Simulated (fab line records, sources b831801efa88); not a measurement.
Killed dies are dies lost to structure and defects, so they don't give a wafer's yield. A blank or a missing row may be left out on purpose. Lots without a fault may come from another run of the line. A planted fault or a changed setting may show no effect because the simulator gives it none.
A struck lot beside a sound one | flow sky130 | 19 steps out of a route of 708
Sound: wafers L317.4, L317.5, L317.6. Struck: wafers L321.2, L321.4, L321.5. The cause comes at the end.
At each step with rows: each side's tool, then ch and its chambers, then its first start. Under that, the readings that differ: sound wafers | struck wafers | difference of the means | sigmas: that difference in standard deviations of wafers without a fault.
alike: readings whose means differ by less than 2 such deviations, and words and numbers that are the same on both sides. not compared: withheld readings, readings that some wafer has no value for, bounds like >300 that may hide the same value, and numbers for which the record gives no deviation and whose values overlap.
The two part at a step that has a row with sigmas, a row that says differs or no value, or rows on one side only. Numbers that don't overlap but have no deviation are shown without sigmas and don't part them. A reading that every wafer of one side lacks parts them only if that side has two wafers or more.

first, 3 steps without rows for these wafers: SKY_POLY_CUT_EXPOSE_05 (exposes mask NPCM, target cd 270 nm); SKY_POLY_CUT_PEB_06; SKY_POLY_CUT_DEVELOP_07 (develop time 60 s).
SKY_POLY_CUT_CD_MEAS_08: target cd 270 nm.
  sound on cd_sem-01, day 26 02:52; struck on cd_sem-02, day 27 17:19
  alike: cd_nm
SKY_POLY_CUT_OVL_MEAS_09:
  sound on overlay-01, day 26 02:56; struck on overlay-02, day 27 17:25
  alike: POLY_CUT_OVL
SKY_POLY_CUT_ETCH_10: etches BARC in N2/H2, stops on SiO2, time 45.9 s, target depth 60 nm.
  sound on rie_diel-01 ch 1,2, day 26 02:58; struck on rie_diel-04 ch 0,2,3, day 27 17:26
  alike: drypump_motor_current_A, oes_product_au, throttle_valve_pct
  not compared: rf_hours_counter_h
SKY_POLY_CUT_ETCH_11: etches Si3N4 in CF4/CH2F2/Ar, stops on poly-Si, time 42.5 s, target depth 60 nm.
  sound on rie_diel-01 ch 1,2, day 26 03:00; struck on rie_diel-04 ch 0,2,3, day 27 17:29
  alike: cf4_flow_sccm, drypump_motor_current_A, oes_product_au, throttle_valve_pct
  not compared: rf_hours_counter_h
SKY_POLY_CUT_STRIP_12: strips in O2/N2.
  sound on plasma_asher-01 ch 0,1, day 26 03:04; struck on plasma_asher-01 ch 0,1, day 27 17:32
  alike: drypump_motor_current_A, o2_flow_sccm, oes_product_au, strip_time_to_endpoint_s
  not compared: rf_hours_counter_h
then, 4 steps without rows for these wafers: SKY_SD_P_DEHYDRATE_00 (time 60 s); SKY_SD_P_HMDS_01 (prime time 60 s); SKY_SD_P_COAT_02 (resist thk 1140 nm); SKY_SD_P_SOFTBAKE_03 (time 60 s).
SKY_SD_P_EXPOSE_04: exposes mask PSDM, target cd 380 nm.
  sound on iline_stepper-02 ch 0, day 26 17:23; struck on iline_stepper-01 ch 0, day 28 07:41
  reading                      | sound                | struck         | difference | sigmas
  model.SD_P.overlay_x_nm (nm) | 0.4985 0.4985 0.4985 | 69.1 69.1 69.1 | +68.6      |
  alike: mask
then, 2 steps without rows for these wafers: SKY_SD_P_PEB_05; SKY_SD_P_DEVELOP_06 (develop time 60 s).
SKY_SD_P_CD_MEAS_07: target cd 380 nm.
  sound on cd_sem-01, day 27 07:48; struck on cd_sem-02, day 28 22:10
  alike: cd_nm
SKY_SD_P_OVL_MEAS_08:
  sound on overlay-01, day 27 07:52; struck on overlay-02, day 28 22:16
  reading       | sound       | struck         | difference | sigmas
  SD_P_OVL (nm) | 2.5 1.0 0.6 | 67.4 68.6 69.5 | +67.1      | +52
then, 1 step without rows for these wafers: SKY_SD_P_IMPLANT_09.
-- the record jumps here: 19 days lie between the struck wafers' starts before and after (it left off in module SD_P and takes up again in module PAD_OPEN, whose first step shown is number 708 of the route) --
SKY_PAD_OPEN_PROBE_99:
  sound on prober-02, day 47 03:34; struck on prober-01, day 48 08:31
  alike: killed_at_M0_to_M3, killed_at_M4_up, killed_at_contacts, killed_at_front_end, killed_at_other, killed_dies, killed_open, killed_short

WHERE THEY PART
Only at SKY_SD_P_OVL_MEAS_08, within this record. Later steps at which nothing parts them and some readings are alike: SKY_PAD_OPEN_PROBE_99.

WHY: what the simulator had put in
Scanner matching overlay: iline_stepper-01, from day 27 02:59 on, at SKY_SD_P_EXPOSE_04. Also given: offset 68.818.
